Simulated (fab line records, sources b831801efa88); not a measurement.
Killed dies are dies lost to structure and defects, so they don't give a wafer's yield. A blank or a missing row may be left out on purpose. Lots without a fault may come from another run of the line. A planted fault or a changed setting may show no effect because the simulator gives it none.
Which tool did it? | flow gf180mcu | 7 lots, 21 wafers sampled, at 2 steps of a route of 602

WHAT THE GAUGES READ, wafer by wafer
GF_HV_LDD_OVL_MEAS_20.
lot  | measured     | on         | HV_LDD_01_OVL (nm)
L305 | day 11 11:47 | overlay-01 | -0.2 -3.1 -2.0
L308 | day 12 12:28 | overlay-02 | 0.1 0.8 -0.8
L311 | day 13 08:55 | overlay-01 | 1.5 1.1 0.0
L316 | day 14 20:44 | overlay-02 | -2.5 -0.9 -2.7
L319 | day 15 18:10 | overlay-02 | -76.2 -76.3 -78.2
L324 | day 17 10:07 | overlay-01 | -0.3 1.3 -0.2
L326 | day 17 22:43 | overlay-02 | -1.8 -2.7 -2.1

WHICH TOOL RAN EACH LOT (tool, then ch and the chambers of the sampled wafers, then the start)
lot  | GF_HV_LDD_EXPOSE_16
L305 | iline_stepper-02 ch 0, day 11 02:35
L308 | iline_stepper-02 ch 0, day 12 02:22
L311 | iline_stepper-01 ch 0, day 12 22:57
L316 | iline_stepper-01 ch 0, day 14 10:23
L319 | iline_stepper-02 ch 0, day 15 07:33
L324 | iline_stepper-01 ch 0, day 16 22:53
L326 | iline_stepper-01 ch 0, day 17 10:51
- GF_HV_LDD_EXPOSE_16: exposes mask Pplus LV AREA, target cd 400 nm.

THE ANSWER, worked out from the rows above alone
Rule: what is usual is taken from the lots themselves. Put in order of their means at a reading, lots are off if they are a third of the lots or fewer, leave a main group of 4 or more, and stand apart from it by a gap of 3 or more times the standard deviation of the main group's means; of several such gaps the widest counts. A main group whose means are all the same, to the digits that the tables above print for the reading, isn't used. A lot without any number at a reading at which 4 lots or more have one is off too. The other lots that the step has rows for count as sound.
Off: L319, at GF_HV_LDD_OVL_MEAS_20 (HV_LDD_01_OVL). The main group: mean -0.8 nm, standard deviation 1.2.
A tool fits if, at a process step before that reading, it ran every lot that is off, and no sound lot after the first of them. The gauges at GF_HV_LDD_OVL_MEAS_20 are tried like those tools. One fits: iline_stepper-02 at GF_HV_LDD_EXPOSE_16. Its last sound lot is L308 (day 12 02:22), its first lot that is off L319 (day 15 07:33): a fault that began between those two fits.

WHAT THE SIMULATOR HAD PUT IN
Scanner matching overlay: iline_stepper-02, from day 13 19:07 on, at GF_HV_LDD_EXPOSE_16. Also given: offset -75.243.
Lots struck among those shown: L319. The rule above found the same.
